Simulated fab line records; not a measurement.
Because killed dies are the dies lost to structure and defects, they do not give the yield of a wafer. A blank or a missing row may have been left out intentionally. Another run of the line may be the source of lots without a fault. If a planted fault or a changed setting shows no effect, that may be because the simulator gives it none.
A lot that was struck, set against a sound lot :: flow gf180mcu :: 35 out of 602 route steps
Sound: these wafers, L672.1, L672.4, L672.5. The struck wafers were L666.2, L666.4, L666.6. The cause is named last.
Each step with rows lists, per side, the tool, then ch with its chambers, then its first start. Under that, the readings that differ: sound wafers :: struck wafers :: difference of the means :: sigmas: that difference in standard deviations of wafers without a fault.
alike: words and numbers the same on both sides, and readings whose means are apart by under 2 such deviations; not compared: readings that were withheld, readings missing a value for some wafer, numbers with overlapping values and no deviation given by the record, and bounds like >300 which may hide the same value.
A row with sigmas, a row that says differs or no value, or rows on one side alone: a step with any of these is where the two part. Numbers that don't overlap but have no deviation are shown without sigmas and don't part them. A reading missing from all wafers of one side parts the sides only when that side holds two or more wafers.

first, 1 step without rows for these wafers: GF_POLY_GATE_DEVELOP_09 (develop time 60 s).
GF_POLY_GATE_CD_MEAS_10: target cd 280 nm.
  sound on cd_sem-02, day 13 18:28; struck on cd_sem-01, day 11 13:07
  alike: cd_nm
GF_POLY_GATE_OVL_MEAS_11:
  sound on overlay-01, day 13 18:35; struck on overlay-01, day 11 13:14
  alike: POLY_GATE_OVL
GF_POLY_GATE_ETCH_12: etches BARC in N2/H2.
  sound on rie_diel-02 ch 0,2,3, day 13 18:37; struck on rie_diel-02 ch 2,3, day 11 13:16
  alike: drypump_motor_current_A, n2_flow_sccm, oes_product_au, throttle_valve_pct
GF_POLY_GATE_ETCH_13: etches poly-Si in HBr/Cl2, stops on SiO2, target depth 198.5 nm, time 69.6 s.
  sound on rie_si-01 ch 1,2,3, day 13 18:40; struck on rie_si-01 ch 0,2,3, day 11 13:19
  alike: drypump_motor_current_A, mfc_cl2_sccm, oes_product_au, throttle_valve_pct
  not compared: rf_hours_counter_h
GF_POLY_GATE_STRIP_14: strips in O2/N2.
  sound on plasma_asher-03 ch 0,1, day 13 18:44; struck on plasma_asher-02 ch 0, day 11 13:22
  alike: drypump_motor_current_A, heater_power_w, n2_flow_sccm, oes_product_au
  not compared: rf_hours_counter_h
then, 2 steps without rows for these wafers: GF_POLY_GATE_CLEAN_15 (cleans in SC1/SC2, time 150 s); GF_POLY_GATE_OXIDATION_16 (stabilise 600 s, purge 300 s, target thk 4 nm).
GF_POLY_GATE_THK_MEAS_17:
  sound on film_metro-04, day 13 20:28; struck on film_metro-04, day 11 16:10
  alike: POLY_GATE_OXIDATION_THK
GF_POLY_GATE_CD_MEAS_18:
  sound on cd_sem-01, day 13 20:31; struck on cd_sem-01, day 11 16:14
  alike: cd_nm
then, 2 steps without rows for these wafers: GF_HV_LDD_DEHYDRATE_00 (time 60 s); GF_HV_LDD_HMDS_01 (prime time 60 s).
GF_HV_LDD_COAT_02: resist thk 1000 nm.
  struck on litho_track-02, day 12 01:40; sound on litho_track-01 ch 0, day 14 06:42
  no value came back on the struck wafers for chill_plate_temp_C (C), dispense_pressure_kPa (kPa); on the sound wafers chill_plate_temp_C (C) reads 22.97 22.93 23.00
then, 4 steps without rows for these wafers: GF_HV_LDD_SOFTBAKE_03 (time 60 s); GF_HV_LDD_EXPOSE_04 (exposes mask Nplus LV AREA, target cd 400 nm); GF_HV_LDD_PEB_05; GF_HV_LDD_DEVELOP_06 (develop time 60 s).
GF_HV_LDD_CD_MEAS_07: target cd 400 nm.
  sound on cd_sem-02, day 14 17:46; struck on cd_sem-02, day 12 11:13
reading: cd_nm (nm)
sound: 397.3 399.5 396.7
struck: - - -
difference: no value on the struck wafers
sigmas: 
GF_HV_LDD_OVL_MEAS_08:
  sound on overlay-02, day 14 17:53; struck on overlay-01, day 12 11:20
reading: HV_LDD_OVL (nm)
sound: -0.5 -1.3 -0.8
struck: - - -
difference: no value on the struck wafers
sigmas: 
following that, these wafers have no rows for 1 step: GF_HV_LDD_IMPLANT_09.
GF_HV_LDD_STRIP_10: strips in O2/N2.
  sound on plasma_asher-03 ch 1, day 14 18:05; struck on plasma_asher-04 ch 1, day 12 11:31
  no value came back on the struck wafers for oes_product_au (a.u.), strip_time_to_endpoint_s (s); on the sound wafers oes_product_au (a.u.) reads 0.719 0.706 0.713
  alike: drypump_motor_current_A, heater_power_w, n2_flow_sccm
  not compared: rf_hours_counter_h
GF_HV_LDD_TW_MEAS_11:
  sound on film_metro-03, day 14 18:11; struck on film_metro-01, day 12 11:37
reading: HV_LDD_TW
sound: 2457 2454 2446
struck: 2388 2390 2393
difference: -62
sigmas: -2
then, 7 steps without rows for these wafers: GF_HV_LDD_DEHYDRATE_12 (time 60 s); GF_HV_LDD_HMDS_13 (prime time 60 s); GF_HV_LDD_COAT_14 (resist thk 1000 nm); GF_HV_LDD_SOFTBAKE_15 (time 60 s); GF_HV_LDD_EXPOSE_16 (exposes mask Pplus LV AREA, target cd 400 nm); GF_HV_LDD_PEB_17; GF_HV_LDD_DEVELOP_18 (develop time 60 s).
GF_HV_LDD_CD_MEAS_19: target cd 400 nm.
  sound on cd_sem-02, day 15 15:37; struck on cd_sem-02, day 13 06:35
  alike: cd_nm
GF_HV_LDD_OVL_MEAS_20:
  sound on overlay-01, day 15 15:44; struck on overlay-02, day 13 06:42
  alike: HV_LDD_01_OVL
following that, these wafers have no rows for 1 step: GF_HV_LDD_IMPLANT_21.
GF_HV_LDD_STRIP_22: strips in O2/N2.
  sound on plasma_asher-04 ch 0,1, day 15 15:56; struck on plasma_asher-04 ch 0,1, day 13 06:53
reading: strip_time_to_endpoint_s (s)
sound: 12.54 12.55 12.54
struck: 12.60 12.64 12.68
difference: +0.10
sigmas: +3
  alike: drypump_motor_current_A, heater_power_w, n2_flow_sccm, oes_product_au
  not compared: rf_hours_counter_h
GF_HV_LDD_TW_MEAS_23:
  sound on film_metro-01, day 15 16:02; struck on film_metro-01, day 13 07:13
reading: HV_LDD_2_TW
sound: 1039 1041 1039
struck: 2424 2434 2427
difference: +1389
sigmas: +87
  not compared: hold
GF_PASSIVATION_PROBE_99:
  sound wafers here have rows in the record (prober-02, day 33 09:14); struck ones have none

## WHERE THEY PART
Last at GF_PASSIVATION_PROBE_99 as far as this record goes, first at GF_HV_LDD_COAT_02.

WHY: what the simulator had put in
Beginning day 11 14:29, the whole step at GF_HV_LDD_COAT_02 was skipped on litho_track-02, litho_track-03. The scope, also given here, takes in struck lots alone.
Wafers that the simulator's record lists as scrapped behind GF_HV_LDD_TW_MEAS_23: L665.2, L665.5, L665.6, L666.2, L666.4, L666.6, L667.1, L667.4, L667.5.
